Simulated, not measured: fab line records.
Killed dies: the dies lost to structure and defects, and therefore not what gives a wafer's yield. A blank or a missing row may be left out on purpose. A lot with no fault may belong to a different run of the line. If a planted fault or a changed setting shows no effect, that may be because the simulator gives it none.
The tool behind it: which one? :: flow sky130 :: 33 wafers from 11 lots sampled at 2 of the route's 708 steps

== WHAT THE GAUGES READ, wafer by wafer ==
SKY_CAPM_RS_MEAS_03: a four-point-probe measurement. Usual: CAPM_TIN_RS 6.93 ohm/sq, standard deviation 0.084.
lot: L878
measured: day 36 14:34
on: film-metro-03
CAPM_TIN_RS (ohm/sq): 7.04 7.08 7.10
flag: 

lot: L879
measured: day 36 19:32
on: film-metro-01
CAPM_TIN_RS (ohm/sq): 6.91 6.86 6.88
flag: 

lot: L880
measured: day 37 00:49
on: film-metro-01
CAPM_TIN_RS (ohm/sq): 6.80 6.91 6.83
flag: 

lot: L885
measured: day 39 03:07
on: film-metro-02
CAPM_TIN_RS (ohm/sq): 6.87 6.85 6.91
flag: 

lot: L888
measured: day 39 08:19
on: film-metro-02
CAPM_TIN_RS (ohm/sq): 7.08 7.08 7.09
flag: 

lot: L894
measured: day 41 03:47
on: film-metro-01
CAPM_TIN_RS (ohm/sq): 6.83 6.75 6.84
flag: 

lot: L896
measured: day 41 20:26
on: film-metro-03
CAPM_TIN_RS (ohm/sq): 6.93 7.00 7.03
flag: 

lot: L898
measured: day 42 06:58
on: film-metro-02
CAPM_TIN_RS (ohm/sq): 7.01 7.02 7.03
flag: 

lot: L899
measured: day 42 15:40
on: film-metro-01
CAPM_TIN_RS (ohm/sq): 6.98 7.04 6.96
flag: 

lot: L900
measured: day 42 19:40
on: film-metro-02
CAPM_TIN_RS (ohm/sq): 6.90 6.81 6.83
flag: 

lot: L901
measured: day 43 02:43
on: film-metro-01
CAPM_TIN_RS (ohm/sq): 6.90 6.93 6.90
flag: 

== WHICH TOOL RAN EACH LOT (tool, then ch and the chambers of the sampled wafers, then the start) ==
lot: L878
SKY_METAL3_SPUTTER_03: pvd-sputter-03, day 36 14:15

lot: L879
SKY_METAL3_SPUTTER_03: pvd-sputter-04, day 36 19:15

lot: L880
SKY_METAL3_SPUTTER_03: pvd-sputter-04, day 37 00:33

lot: L885
SKY_METAL3_SPUTTER_03: pvd-sputter-04, day 39 02:52

lot: L888
SKY_METAL3_SPUTTER_03: pvd-sputter-01, day 39 08:04

lot: L894
SKY_METAL3_SPUTTER_03: pvd-sputter-03, day 41 03:31

lot: L896
SKY_METAL3_SPUTTER_03: pvd-sputter-04, day 41 20:09

lot: L898
SKY_METAL3_SPUTTER_03: pvd-sputter-04, day 42 06:41

lot: L899
SKY_METAL3_SPUTTER_03: pvd-sputter-01, day 42 15:25

lot: L900
SKY_METAL3_SPUTTER_03: pvd-sputter-01, day 42 19:23

lot: L901
SKY_METAL3_SPUTTER_03: pvd-sputter-01, day 43 02:28
- SKY_METAL3_SPUTTER_03: material Ti, target thk 5 nm, time 3.3 s.

== WHAT THE TOOLS THEMSELVES READ (means of the sampled wafers that have a number; where no wafer has one, the mark that the record gives instead) ==
SKY_METAL3_SPUTTER_03. Usual: throttle-valve-pct reads 29.6 % (standard deviation 0.7).
lot: L878
tool: pvd-sputter-03
throttle-valve-pct (%): 29.6
flag: 

lot: L879
tool: pvd-sputter-04
throttle-valve-pct (%): 30.0
flag: 

lot: L880
tool: pvd-sputter-04
throttle-valve-pct (%): 29.8
flag: 

lot: L885
tool: pvd-sputter-04
throttle-valve-pct (%): 30.4
flag: 

lot: L888
tool: pvd-sputter-01
throttle-valve-pct (%): 28.9
flag: 

lot: L894
tool: pvd-sputter-03
throttle-valve-pct (%): 29.7
flag: 

lot: L896
tool: pvd-sputter-04
throttle-valve-pct (%): 29.8
flag: 

lot: L898
tool: pvd-sputter-04
throttle-valve-pct (%): 29.9
flag: 

lot: L899
tool: pvd-sputter-01
throttle-valve-pct (%): 29.6
flag: 

lot: L900
tool: pvd-sputter-01
throttle-valve-pct (%): 29.8
flag: 

lot: L901
tool: pvd-sputter-01
throttle-valve-pct (%): 28.6
flag: 

== THE ANSWER, worked out from the rows above alone ==
Rule: lot off if the mean of its wafers having a number is beyond 3 standard deviations from the usual mean. Also off: a lot with no number at a reading for which 4 or more lots have one. All remaining lots with rows at the step are treated as sound. First the gauges in route order, then the tools' own readings, where a lot's mean is used as printed above. The first step at which some lot is off is used, and at that step the reading that is off furthest; a lot without a number counts as furthest.
No lot is off on any of the readings shown, so nothing can be concluded from this.

== WHAT THE SIMULATOR HAD PUT IN ==
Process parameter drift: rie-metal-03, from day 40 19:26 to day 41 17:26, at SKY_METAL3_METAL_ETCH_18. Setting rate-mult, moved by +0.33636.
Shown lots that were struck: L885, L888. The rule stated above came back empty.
